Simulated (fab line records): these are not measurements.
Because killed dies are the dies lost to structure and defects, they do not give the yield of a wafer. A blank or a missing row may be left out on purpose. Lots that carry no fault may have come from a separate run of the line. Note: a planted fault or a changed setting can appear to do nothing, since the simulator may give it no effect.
A single fault, viewed from 2 desks	flow gf180mcu	every desk sees just its own numbers, and what lay behind them comes last

## METROLOGY DESK
What the gauges read for every lot (on any tool): the sampled wafers with a number, averaged. If a lot's mean is further than 4 standard deviations from the usual mean, the lot is out of limits and carries the mark OUT (the distance appears in the brackets).
Columns: A = cdNm at GF_POLY_GATE_CD_MEAS_10, usual 280.0 nm; B = HV_LDD_02_OVL at GF_HV_LDD_OVL_MEAS_32, usual -1.0 nm; C = HV_LDD_3_TW at GF_HV_LDD_TW_MEAS_38, usual 1429; D = HV_LDD_RS at GF_HV_LDD_RS_MEAS_53, usual 418.7 ohm/sq
lot	first seen here	A	B	C	D
L779	day 9 05:10	279.8	-0.2	1428	418.1
L781	day 9 17:29	281.7	-2.4	1427	418.5
L783	day 10 10:02	278.5	-0.1	1446	421.1
L784	day 10 17:08	280.8	-2.4	1441	418.7
L786	day 11 08:16	279.8	-2.7	1446	419.3
L787	day 11 15:41	281.7	-1.0	1423	420.0
L793	day 13 12:28	278.6	-1.3	1503 (+6.7) OUT	406.2 (-13) OUT
L795	day 13 23:26	278.2	-0.1	1503 (+6.7) OUT	405.1 (-14) OUT
L796	day 14 08:22	279.6	-2.8	1431	418.8
L800	day 15 11:50	281.9	-1.7	1421	418.4
L801	day 15 20:13	278.7	-1.2	1419	420.6
L802	day 16 02:25	279.3	-0.9	1429	419.3
This desk reports L793, L795 out of limits; the earliest was L793 at day 16 08:43 (HV_LDD_3_TW at GF_HV_LDD_TW_MEAS_38). L779, L781, L783, L784, L786, L787, L796, L800, L801, L802 stayed within limits.

## AT THE TOOL OWNER'S DESK: implanter-01
The tool's own readings at GF_HV_LDD_IMPLANT_34: means of the sampled wafers that have a number, for each lot that ran on this tool. If a lot's mean is further than 4 standard deviations from the usual mean, the lot is out of limits and carries the mark OUT (the distance appears in the brackets).
Columns: A = beamOnS at GF_HV_LDD_IMPLANT_34, usual 10.01 s; B = doseIonsCm2 at GF_HV_LDD_IMPLANT_34, usual 7.502e+12; C = faradayCurrentUA at GF_HV_LDD_IMPLANT_34, usual 42.2
lot	first seen here	A	B	C
L781	day 12 01:43	9.89	7.496e+12	42.7
L783	day 12 21:56	10.07	7.497e+12	42.1
L786	day 13 20:26	10.13	7.513e+12	41.7
L787	day 14 10:22	10.13	7.507e+12	41.8
L793	day 16 08:10	9.97	1.259e+13 (+99 or more) OUT	71.1 (+36) OUT
L795	day 16 19:00	10.10	1.257e+13 (+99 or more) OUT	70.1 (+34) OUT
Finding of this desk: L793, L795 out of limits; the first was L793 at day 16 08:10, on doseIonsCm2 at GF_HV_LDD_IMPLANT_34. L781, L783, L786, L787 stayed within limits.

## TAKEN TOGETHER
The tool owner's desk had the chance to raise an alarm at day 16 08:10 on L793, L795.
On L793, L795, the metrology desk was in a position to raise an alarm at day 16 08:43.
The lots listed all ran GF_HV_LDD_IMPLANT_34 on implanter-01.

## WHAT WAS PUT IN BY THE SIMULATOR
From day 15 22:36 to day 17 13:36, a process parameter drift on implanter-01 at GF_HV_LDD_IMPLANT_34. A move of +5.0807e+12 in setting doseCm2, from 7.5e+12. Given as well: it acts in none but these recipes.
Struck lots among those shown: L793, L795.
Hours from the fault's start to each desk's first reading out of limits: the tool owner's desk, 10; the metrology desk, 10.
